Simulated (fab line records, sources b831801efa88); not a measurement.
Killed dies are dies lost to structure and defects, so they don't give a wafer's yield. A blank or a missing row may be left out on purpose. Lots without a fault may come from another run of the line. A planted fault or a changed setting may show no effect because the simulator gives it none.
fab line records | flow sky130
record lots=5 wafers=15 last_day=50
route steps=708 shown VIA3@575
lots that met no fault: from a run of the same line without faults
start_h: hours from the record's first day to the start of the lot's first wafer shown | wait_h: hours since the lot's step before | " the same as in the row above | L1.1+2: a row that stands for several wafers | - no value, or no start given | * or withheld: withheld | < > ~ a bound
route shown NAME@n: a module of which the file shows steps, and the number in the route of the first | usual: mean/standard deviation of fault-free wafers | same: alike in all rows | chamber/n: place in a boat | sites: the reading at each site | _std_site: their standard deviation | _edge_site: outer sites' mean less inner sites' | radius_mm: how far each site lies from the wafer's centre | mask NAME#n: copy n | behind: the tool/chamber that last shaped the wafer | hold: why the lot was held/for how many hours/how that ended | device: the transistor (n, p or np) that didn't switch | end of line: the same wafers' tests at the end of the route | a step without rows: its recipe alone | killed: dies lost to structure and defects at the first sort, not the wafer's yield | map: a wafer's dies, x killed, . not, _ none there
set.NAME: the setting as run; set.NAME@STEP: as run at that earlier step | model.NAME: the simulator's own value behind a step, which no gauge read
lots at some steps of the route; a table a step, a row a wafer
services: from which hour (start_h, from the record's first day; less than 0 if before it) a tool's chamber was out of use, for how many hours, and why
## steps
# step SKY_VIA3_CMP_02
# recipe material=SiO2 down_force_psi=4 platen_rpm=60 pad_velocity_m_s=0.94248
# usual motor_current_A=12.3/0.91 slurry_flow_ml_min=150.1/0.47
# columns lot.wafer tool chamber start_h wait_h motor_current_A slurry_flow_ml_min
L661.4 cmp-01 3 940.38 0.7 12.6 150.3
L661.3 " 0 " " 12.5 150.0
L661.1 " 2 " " 12.4 150.3
L662.4 cmp-01 1 947.02 0.2 12.3 150.1
L662.6 " 2 " " 13.1 150.2
L662.5 " 3 " " 12.1 150.5
L668.3 cmp-01 0 994.36 0.3 12.4 149.2
L668.2 " 2 " " 12.6 150.7
L668.6 " 1 " " 11.8 150.3
L674.3 cmp-02 2 1029.81 0.1 11.3 150.6
L674.4 " 3 " " 11.3 149.6
L674.5 " 1 " " 14.5 149.4
L677.4 cmp-02 3 1065.06 0.1 10.9 150.6
L677.2 " 0 " " 12.7 149.4
L677.5 " 3 " " 11.1 150.0
# step SKY_VIA3_BOW_MEAS_03
# recipe mode=bow
# usual VIA3_BOW=80/7.9
# columns lot.wafer tool chamber start_h wait_h VIA3_BOW[um]
L661.1 film_metro-04 - 940.68 0.1 78
L661.3 " - " " 83
L661.4 " - " " 87
L662.4 film_metro-02 - 947.23 0.2 71
L662.5 " - " " 80
L662.6 " - " " 75
L668.2 film_metro-04 - 994.68 0.2 90
L668.3 " - " " 79
L668.6 " - " " 79
L674.3 film_metro-01 - 1030.05 0.2 96
L674.4 " - " " 78
L674.5 " - " " 82
L677.2 film_metro-04 - 1065.33 0.2 88
L677.4 " - " " 88
L677.5 " - " " 81
# step SKY_VIA3_DEHYDRATE_04
# recipe temp_c=200 time_s=60
# step SKY_VIA3_HMDS_05
# recipe prime_time_s=60 prime_temp_c=120
# step SKY_VIA3_COAT_06
# recipe resist=BARC temp_c=withheld time_s=withheld spin_rpm=3000 resist_thk_nm=60
# step SKY_VIA3_COAT_07
# recipe resist=KrF-thick spin_rpm=3000 resist_thk_nm=450
# step SKY_VIA3_SOFTBAKE_08
# recipe temp_c=100 time_s=90 resist=KrF-thick
# step SKY_VIA3_EXPOSE_09
# recipe mask_id=VIM3 na=0.8 source_shape=annular sigma_inner=0.55 sigma_outer=0.85 target_cd_nm=200 dose_mj=38
# step SKY_VIA3_PEB_10
# recipe peb_temp_c=withheld peb_time_s=withheld resist=KrF-thick
# step SKY_VIA3_DEVELOP_11
# recipe develop_time_s=60 resist=KrF-thick dev_temp_c=21
# step SKY_VIA3_CD_MEAS_12
# recipe target_cd_nm=200
# usual cd_nm=200.1/1.2
# columns lot.wafer tool chamber start_h wait_h cd_nm
L661.1 cd_sem-01 - 964.81 - 199.6
L661.3 " - " " 199.8
L661.4 " - " " 197.4
L662.4 cd_sem-01 - 971.35 - 198.3
L662.5 " - " " 198.4
L662.6 " - " " 198.5
L668.2 cd_sem-01 - 1018.18 - 197.9
L668.3 " - " " 197.2
L668.6 " - " " 198.3
L674.3 cd_sem-02 - 1052.30 - 202.1
L674.4 " - " " 202.1
L674.5 " - " " 201.4
L677.2 cd_sem-02 - 1085.93 - 199.3
L677.4 " - " " 199.5
L677.5 " - " " 200.3
# step SKY_VIA3_OVL_MEAS_13
# usual VIA3_OVL=0/5.3
# columns lot.wafer tool chamber start_h wait_h VIA3_OVL[nm]
L661.1 overlay-01 - 964.93 0.1 -3
L661.3 " - " " 4
L661.4 " - " " -6
L662.4 overlay-02 - 971.42 0.1 0
L662.5 " - " " -2
L662.6 " - " " -3
L668.2 overlay-01 - 1018.29 0.1 -10
L668.3 " - " " -4
L668.6 " - " " -9
L674.3 overlay-02 - 1052.40 0.1 -5
L674.4 " - " " 1
L674.5 " - " " -5
L677.2 overlay-02 - 1086.04 0.1 -2
L677.4 " - " " -2
L677.5 " - " " -2
# step SKY_VIA3_ETCH_14
# recipe chemistry=N2/H2 target=BARC ion_energy_ev=200 source_w=500 bias_w=100 pressure_mtorr=30 n2_flow_sccm=100 h2_flow_sccm=200 stop_on=SiO2 time_s=45.9 target_depth_a=600
# usual drypump_motor_current_A=5.7/0.48 oes_product_au=0.854/0.0046 rf_fwd_power_W=495.2/2.3 throttle_valve_pct=13.224/0.0094
# columns lot.wafer tool chamber start_h wait_h drypump_motor_current_A oes_product_au rf_fwd_power_W rf_hours_counter_h throttle_valve_pct model.KrF-thick_of_VIA3_COAT_07.thk_nm
L661.1 rie_diel-03 3 964.97 0.0 6.1 0.859 493.3 13 13.231 391.3
L661.3 " 2 " " 5.8 0.854 492.2 17 13.227 392.5
L661.4 " 1 " " 5.6 0.851 496.8 17 13.220 390.4
L662.4 rie_diel-03 2 971.44 0.0 5.8 0.853 492.8 17 13.224 392.6
L662.5 " 2 " " 5.8 0.851 490.2 - 13.218 393.8
L662.6 " 1 " " 5.6 0.863 495.0 - 13.225 393.4
L668.2 rie_diel-03 3 1018.32 0.0 6.0 0.840 494.2 14 13.232 400.6
L668.3 " 2 " " 5.8 0.855 496.0 19 13.217 393.9
L668.6 " 1 " " 5.6 0.849 498.0 - 13.234 399.7
L674.3 rie_diel-02 2 1052.42 0.0 5.2 0.857 493.7 14 13.229 392.3
L674.4 " 1 " " 5.7 0.868 493.8 15 13.222 391.3
L674.5 " 3 " " 5.9 0.852 497.2 - 13.214 391.1
L677.2 rie_diel-02 2 1086.07 0.0 5.2 0.846 493.0 15 13.231 392.7
L677.4 " 3 " " 5.9 0.859 496.2 18 13.234 393.3
L677.5 " 0 " " 6.0 0.857 495.8 - 13.221 391.6
# step SKY_VIA3_ETCH_15
# recipe target=SiO2 chemistry=C4F8/O2/Ar target_depth_nm=507 stop_on=TiN mask_material=KrF-thick source_w=1500 bias_w=1200 pressure_mtorr=40 c4f8_flow_sccm=withheld O2_flow_sccm=6 Ar_flow_sccm=300 time_s=78
# usual oes_product_au=0.946/0.0049 rf_fwd_power_W=1490/5.8
# columns lot.wafer tool chamber start_h wait_h oes_product_au rf_fwd_power_W rf_hours_counter_h model.KrF-thick_of_VIA3_COAT_07.thk_nm
L661.1 rie_diel-03 3 965.01 0.0 0.950 1485 13 291.6
L661.3 " 2 " " 0.945 1486 17 293.3
L661.4 " 1 " " 0.953 1488 17 287
L662.4 rie_diel-03 2 971.48 0.0 0.944 1486 17 293.2
L662.5 " 2 " " 0.943 1490 - 295
L662.6 " 1 " " 0.935 1488 - 291
L668.2 rie_diel-03 3 1018.36 0.0 0.942 1482 14 298.7
L668.3 " 2 " " 0.939 1494 19 295.8
L668.6 " 1 " " 0.942 1492 - 298.4
L674.3 rie_diel-02 2 1052.46 0.0 0.950 1489 14 289.4
L674.4 " 1 " " 0.946 1499 15 288.3
L674.5 " 3 " " 0.943 1493 - 290
L677.2 rie_diel-02 2 1086.11 0.0 0.955 1486 15 289.7
L677.4 " 3 " " 0.949 1495 18 293.8
L677.5 " 0 " " 0.949 1492 - 288
# step SKY_VIA3_STRIP_16
# recipe chemistry=O2/N2 power_w=1400 pressure_mtorr=1500 platen_temp_c=withheld o2_flow_sccm=3000 n2_flow_sccm=300 overash_fraction=0.5
# usual drypump_motor_current_A=5.7/0.36 o2_flow_sccm=3001/8.9 oes_product_au=0.401/0.0048 strip_time_to_endpoint_s=4.126/0.024
# columns lot.wafer tool chamber start_h wait_h drypump_motor_current_A o2_flow_sccm oes_product_au rf_hours_counter_h strip_time_to_endpoint_s
L661.1 plasma_asher-01 1 965.07 0.0 5.4 3017 0.397 22 4.141
L661.3 " 0 " " 5.1 2999 0.411 - 4.153
L661.4 " 1 " " 5.4 3005 0.396 - 4.084
L662.4 plasma_asher-01 1 971.58 0.1 5.5 3009 0.401 - 4.148
L662.5 " 0 " " 5.1 3000 0.404 - 4.166
L662.6 " 1 " " 5.5 3004 0.402 - 4.122
L668.2 plasma_asher-04 1 1018.42 0.0 6.2 3020 0.400 60 4.207
L668.3 " 1 " " 6.2 3017 0.410 - 4.171
L668.6 " 0 " " 5.8 3011 0.398 - 4.224
L674.3 plasma_asher-01 1 1052.56 0.1 5.4 2995 0.393 - 4.098
L674.4 " 0 " " 5.1 3028 0.396 - 4.096
L674.5 " 0 " " 5.1 2999 0.405 - 4.140
L677.2 plasma_asher-01 0 1086.17 0.0 5.1 2999 0.400 35 4.101
L677.4 " 1 " " 5.4 2989 0.404 - 4.151
L677.5 " 1 " " 5.4 2987 0.398 - 4.079
# step SKY_VIA3_STRIP_17
# recipe chemistry=post_etch_residue_remover time_s=1200 temp_c=72.5
## services
# columns tool chamber start_h hours kind
cmp-01 - 936.08 2.0 repair
cmp-02 - 936.36 2.5 repair
rie_diel-02 2 939.54 6.5 repair
cmp-02 - 963.30 0.8 repair
rie_diel-02 2 970.29 10.5 repair
cmp-01 - 974.10 1.0 repair
cmp-01 - 983.39 4.4 pm
rie_diel-02 0 986.08 10.7 repair
cmp-02 - 990.35 3.3 repair
cmp-02 - 993.98 5.1 pm
rie_diel-02 0 1009.67 21.2 repair
rie_diel-02 2 1012.58 4.7 repair
rie_diel-03 - 1022.76 0.2 repair
rie_diel-03 1 1035.06 9.0 repair
cmp-02 - 1084.39 4.0 pm
plasma_asher-04 - 1084.97 2.5 repair
## key
first_sign step=SKY_VIA3_STRIP_16 reading=strip_time_to_endpoint_s direction=up sigmas=3.7 usual=* struck=*
effect none on later readings
model_effect step=SKY_VIA3_ETCH_14 value=KrF-thick_of_VIA3_COAT_07.thk_nm without=389.8 struck=400.1
model_effect step=SKY_VIA3_ETCH_15 value=KrF-thick_of_VIA3_COAT_07.thk_nm without=288.2 struck=298.5
met_at SKY_VIA3_ETCH_14
struck_wafers L668.2,L668.6
onset_between 971.44 1018.32
fault kind=process_parameter_drift tool=rie_diel-03 chamber=- onset_h=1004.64 steps=SKY_VIA3_ETCH_14 channel=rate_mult offset=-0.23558 shape=step end_h=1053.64 scope=struck_wafers_only
